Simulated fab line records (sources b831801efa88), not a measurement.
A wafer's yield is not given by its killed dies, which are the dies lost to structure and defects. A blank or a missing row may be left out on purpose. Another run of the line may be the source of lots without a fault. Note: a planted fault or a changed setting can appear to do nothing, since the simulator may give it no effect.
Split-lot experiment | flow sky130 | on a route of 708 steps: 5 lots, 23 wafers read

THE SPLIT
At SKY_VIA4_CVD_18 (deposits W, target thk 505 nm, time 152.14 s), the setting temp c was moved away from the recipe's 400 C on 7 of the 23 wafers read, by -2.2% to +2.8%. The other wafers ran this setting at the recipe's value.

FROM SPLIT TO READING: 1 step shown by the file between the two
- SKY_VIA4_RS_MEAS_19: measures by four-point-probe

THE READING
VIA4_W_THK, in nm, at SKY_VIA4_THK_MEAS_20 (measures by xrf). Fault-free wafers of this fab line usually give 492 nm, standard deviation 5.1 nm.

wafer  | tool, chamber at the split | temp c as run, C | against the recipe | VIA4_W_THK, nm | against lot-mates on the recipe
L077.1 | cvd w-01, 1                | 400              | recipe             | 500            | -
L077.2 | cvd w-01, 0                | 400              | recipe             | 494            | -
L077.3 | cvd w-01, 1                | 403.1            | +0.8%              | 528            | +33
L077.4 | cvd w-01, 0                | 400              | recipe             | 492            | -
L077.6 | cvd w-01, 0                | 403.1            | +0.8%              | 519            | +24
L078.2 | cvd w-01, 0                | 400              | recipe             | 489            | -
L078.3 | cvd w-01, 1                | 400              | recipe             | 489            | -
L078.4 | cvd w-01, 0                | 391.2            | -2.2%              | 416            | -74
L078.5 | cvd w-01, 0                | 391.2            | -2.2%              | 418            | -72
L078.6 | cvd w-01, 1                | 400              | recipe             | 492            | -
L080.2 | cvd w-01, 1                | 400              | recipe             | 498            | -
L080.4 | cvd w-01, 1                | 400              | recipe             | 495            | -
L080.5 | cvd w-01, 1                | 400              | recipe             | 497            | -
L083.1 | cvd w-01, 1                | 400              | recipe             | 488            | -
L083.2 | cvd w-01, 0                | 411.1            | +2.8%              | 595            | +106
L083.3 | cvd w-01, 0                | 411.1            | +2.8%              | 587            | +98
L083.4 | cvd w-01, 1                | 411.1            | +2.8%              | 582            | +93
L083.5 | cvd w-01, 1                | 400              | recipe             | 490            | -
L084.1 | cvd w-02, 0                | 400              | recipe             | 490            | -
L084.2 | cvd w-02, 1                | 400              | recipe             | 489            | -
L084.3 | cvd w-02, 0                | 400              | recipe             | 488            | -
L084.4 | cvd w-02, 1                | 400              | recipe             | 484            | -
L084.6 | cvd w-02, 0                | 400              | recipe             | 494            | -

FIT RESULTS
A straight line over all 23 wafers: VIA4_W_THK changes by +34.6 nm for each +1% of temp c; r = +0.99; the points scatter about the line by 4.6 nm.
The same after taking each lot's own level away (the mean of its wafers on the recipe; 23 wafers): +34.9 nm for each +1%; r = +1.00; scatter 3.5 nm.
Per that fit: largest temp c move, reading shift of 97 nm.
Measured against the standard deviation above, the lots' own levels, which go from 489.0 to 496.7 nm, span 1.5 times it.
Hence the lot-to-lot level has little effect on the slope; both slopes agree.
Check: for one of the wafers moved furthest among these (+2.8%), held out of the fit, the line's prediction against its lot-mates is +94.8 nm. Against them it came out at +106 nm.

FURTHER SPLITS ON THESE WAFERS
Before the reading, these wafers also passed through other splits. Each is held against what the fit with the lots' levels taken away leaves over:
other split on the same wafers          | wafers away from the commonest value | r with VIA4_W_THK (lot level and that fit taken away)
SKY_METAL2_SPUTTER_01 time s            | 11                                   | +0.07
SKY_VIA2_DEVELOP_11 dev temp c          | 10                                   | +0.05
SKY_VIA2_SPUTTER_20 chamber pressure pa | 15                                   | +0.04
SKY_METAL3_SPUTTER_03 time s            | 8                                    | +0.01
SKY_METAL3_COAT_08 spin rpm             | 7                                    | -0.05
SKY_METAL3_METAL_ETCH_18 time s         | 7                                    | +0.22
SKY_CAP2M_COAT_07 spin rpm              | 6                                    | -0.17

THE WHOLE CHAIN: every reading that the file lists as answering this split, in the file's order
step                 | what it does                                                | reading                                                                  | change (the file's fit)              | r (the file's)
SKY_VIA4_CVD_18      | deposits W, target thk 505 nm, time 152.14 s                | W_of_VIA4_CVD_18.thk nm (the simulator's own value, which no gauge read) | +36.3 nm for each +1% of the setting | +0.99
SKY_VIA4_RS_MEAS_19  | measures by four-point-probe                                | VIA4_W_RS                                                                | -0.0159 for each +1% of the setting  | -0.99
SKY_VIA4_THK_MEAS_20 | measures by xrf                                             | VIA4_W_THK                                                               | +34.8 for each +1% of the setting    | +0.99
SKY_VIA4_CMP_21      | polishes, stops on SiO2, t overpolish 25 s, target thk 0 nm | time to endpoint s                                                       | withheld for each +1% of the setting | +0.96

FILE'S OWN FIT
VIA4_W_THK changes by +34.8 nm for each +1% of temp c, r = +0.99.
